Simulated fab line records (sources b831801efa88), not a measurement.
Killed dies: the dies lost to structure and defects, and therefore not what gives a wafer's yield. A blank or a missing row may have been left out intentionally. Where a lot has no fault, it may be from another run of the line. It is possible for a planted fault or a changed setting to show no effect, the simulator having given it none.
Chamber matching || flow sky130 || SKY_VIA2_HDPCVD_00 on hdpcvd-01: 3 sister chambers
The step deposits SiO2, target thk 1180 nm, time 196.7 s. 3 wafers are shown with their chamber, then 10 later ones without.

EACH WAFER AND ITS CHAMBER
{"wafer": "L344.4", "chamber": 1, "susceptor_temp_C (C)": 400.06}
{"wafer": "L345.1", "chamber": 0, "susceptor_temp_C (C)": 400.11}
{"wafer": "L345.3", "chamber": 2, "susceptor_temp_C (C)": 399.78}

WAFERS WITH NO CHAMBER GIVEN
{"wafer": "L345.4", "susceptor_temp_C (C)": 399.64}
{"wafer": "L350.2", "susceptor_temp_C (C)": 400.08}
{"wafer": "L350.5", "susceptor_temp_C (C)": 399.95}
{"wafer": "L350.6", "susceptor_temp_C (C)": 400.15}
{"wafer": "L351.4", "susceptor_temp_C (C)": 400.23}
{"wafer": "L351.5", "susceptor_temp_C (C)": 400.05}
{"wafer": "L351.6", "susceptor_temp_C (C)": 400.09}
{"wafer": "L352.2", "susceptor_temp_C (C)": 400.31}
{"wafer": "L352.5", "susceptor_temp_C (C)": 400.30}
{"wafer": "L352.6", "susceptor_temp_C (C)": 400.44}

CHAMBER TAKEN BY EACH
{"wafer": "L345.4", "from the rows above": "can't be placed: 2 or 1", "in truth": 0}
{"wafer": "L350.2", "from the rows above": "can't be placed: 1 or 0 or 2", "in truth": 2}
{"wafer": "L350.5", "from the rows above": "can't be placed: 1 or 0 or 2", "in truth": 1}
{"wafer": "L350.6", "from the rows above": "can't be placed: 0 or 1", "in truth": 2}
{"wafer": "L351.4", "from the rows above": "can't be placed: 0 or 1", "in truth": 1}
{"wafer": "L351.5", "from the rows above": "can't be placed: 1 or 0 or 2", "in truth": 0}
{"wafer": "L351.6", "from the rows above": "can't be placed: 0 or 1 or 2", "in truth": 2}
{"wafer": "L352.2", "from the rows above": "can't be placed: 0 or 1", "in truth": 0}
{"wafer": "L352.5", "from the rows above": "can't be placed: 0 or 1", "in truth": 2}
{"wafer": "L352.6", "from the rows above": "can't be placed: 0 or 1", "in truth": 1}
Correct placement for 0 of the 10. These rows do not allow placing 10 (true chamber among the candidates in 7). Placed wrongly: 0.
How it was worked out, from the rows above alone: a wafer's distance from a chamber is the root of the sum, over the readings, of the square of ((its reading less the chamber's mean) divided by the reading's scatter). The wafer belongs to the nearest chamber; if the next one is less than 2 further off, it can't be placed. The mean given for a chamber averages the wafers shown for that chamber. The scatter: with one shown wafer a chamber, the root of the mean of the squares of how far each hidden wafer lies from its nearest shown one.
